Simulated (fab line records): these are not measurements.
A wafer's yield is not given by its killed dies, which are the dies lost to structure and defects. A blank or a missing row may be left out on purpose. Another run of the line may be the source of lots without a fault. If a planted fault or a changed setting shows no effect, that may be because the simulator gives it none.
Comparing a struck lot with a sound one :: flow sky130 :: 18 out of 708 route steps
Sound: wafers L333.3, L333.4, L333.5. Wafers L332.2, L332.4, L332.6 were the ones struck. The cause is named last.
Per side, at each step with rows, come the tool, then ch with its chambers, and then its first start. Under that, the readings that differ: sound wafers :: struck wafers :: difference of the means :: sigmas: that difference in standard deviations of wafers without a fault.
alike: a reading whose means differ by less than 2 such deviations, as well as words and numbers matching on both sides. not compared: withheld readings; readings where some wafer has no value; bounds like >300 that might hide an equal value; numbers whose values overlap and for which the record gives no deviation.
The two part at a step that has a row with sigmas, a row that says differs or no value, or rows on one side only. Numbers that don't overlap but have no deviation are shown without sigmas and don't part them. Lack of a reading on every wafer of one side parts them only where that side has two or more wafers.

SKY_VIA1_ETCH_15: etches SiO2 in C4F8/O2/Ar, stops on TiN, target depth 351 nm, time 54 s.
  sound on rieDiel-01 ch 0,2,3, day 40 21:18; struck on rieDiel-04 ch 1,2, day 40 15:25
  alike: oesProductAu
  not compared: rfHoursCounterH
then, 4 steps without rows for these wafers: SKY_VIA1_STRIP_16 (strips in O2/N2); SKY_VIA1_STRIP_17 (strips in post etch residue remover, time 1200 s); SKY_VIA1_CLEAN_18 (cleans in IPA, time 180 s); SKY_VIA1_CLEAN_19 (cleans in O3/DIW).
SKY_VIA1_SPUTTER_20: material TiN, target thk 20 nm, time 80 s.
  sound on pvdSputter-03 at day 40 21:56; struck on pvdSputter-04 at day 40 16:05
  alike: cathodeDcPowerW, chamberPressurePa, throttleValvePct
then, 1 step without rows for these wafers: SKY_VIA1_CVD_21 (deposits W, target thk 270 nm, time 80.902 s).
SKY_VIA1_RS_MEAS_22: the measuring method here is four-point-probe.
  sound on filmMetro-02 at day 40 22:08; struck on filmMetro-03 at day 40 16:15
  alike: VIA1_W_RS
SKY_VIA1_THK_MEAS_23: measures by xrf.
  sound on filmMetro-02 at day 40 22:14; struck on filmMetro-03 at day 40 16:22
  alike: VIA1_W_THK
SKY_VIA1_CMP_24: polishes, stops on SiO2, t overpolish 15 s, target thk 0 nm.
  sound on cmp-01 ch 2,3, day 40 22:17; struck on cmp-01 ch 0,1,2, day 40 16:28
  alike: headPressurePsi, motorCurrentA, overpolishRunS, timeToEndpointS
SKY_METAL2_SPUTTER_00: material Ti, target thk 15 nm, time 10 s.
  sound on pvdSputter-02 at day 40 22:35; struck on pvdSputter-02 at day 40 16:43
  alike: cathodeDcPowerW, chamberPressurePa, throttleValvePct
then, 1 step without rows for these wafers: SKY_METAL2_SPUTTER_01 (material TiN, target thk 20 nm, time 16.7 s).
SKY_METAL2_SPUTTER_02: material AlCu, target thk 250 nm, time 13.3 s.
  sound on pvdSputter-02 at day 40 22:38; struck on pvdSputter-02 at day 40 16:46
  no value came back on the struck wafers for cathodeDcPowerW (W), chamberPressurePa (Pa), throttleValvePct (%); on the sound wafers cathodeDcPowerW (W) reads 10601 10597 10598
then, 1 step without rows for these wafers: SKY_METAL2_SPUTTER_03 (material Ti, target thk 5 nm, time 3.3 s).
SKY_METAL2_SPUTTER_04: material TiN, target thk 70 nm, time 58.3 s.
  sound on pvdSputter-02 at day 40 22:41; struck on pvdSputter-02 at day 40 16:48
  alike: cathodeDcPowerW, chamberPressurePa, throttleValvePct
SKY_METAL2_RS_MEAS_05: the measuring method here is four-point-probe.
  sound on filmMetro-02 at day 40 22:46; struck on filmMetro-02 at day 40 16:52
reading: METAL2_ALCU_RS (ohm/sq)
sound: 0.1254 0.1251 0.1237
struck: 8.7414 8.7626 8.7499
difference: +8.6266
sigmas: +99 or more
SKY_METAL2_THK_MEAS_06: measures by xrf.
  sound on filmMetro-02 at day 40 22:52; struck on filmMetro-02 at day 40 16:59
reading: METAL2_ALCU_THK (nm)
sound: 256.7 256.1 257.5
struck: <0.3 <0.3 <0.3
difference: differs
sigmas: 
then, 1 step without rows for these wafers: SKY_METAL2_DEHYDRATE_07 (time 60 s).

WHERE THEY PART
Last at SKY_METAL2_THK_MEAS_06 as far as this record goes, first at SKY_METAL2_SPUTTER_02.

WHY: what the simulator had put in
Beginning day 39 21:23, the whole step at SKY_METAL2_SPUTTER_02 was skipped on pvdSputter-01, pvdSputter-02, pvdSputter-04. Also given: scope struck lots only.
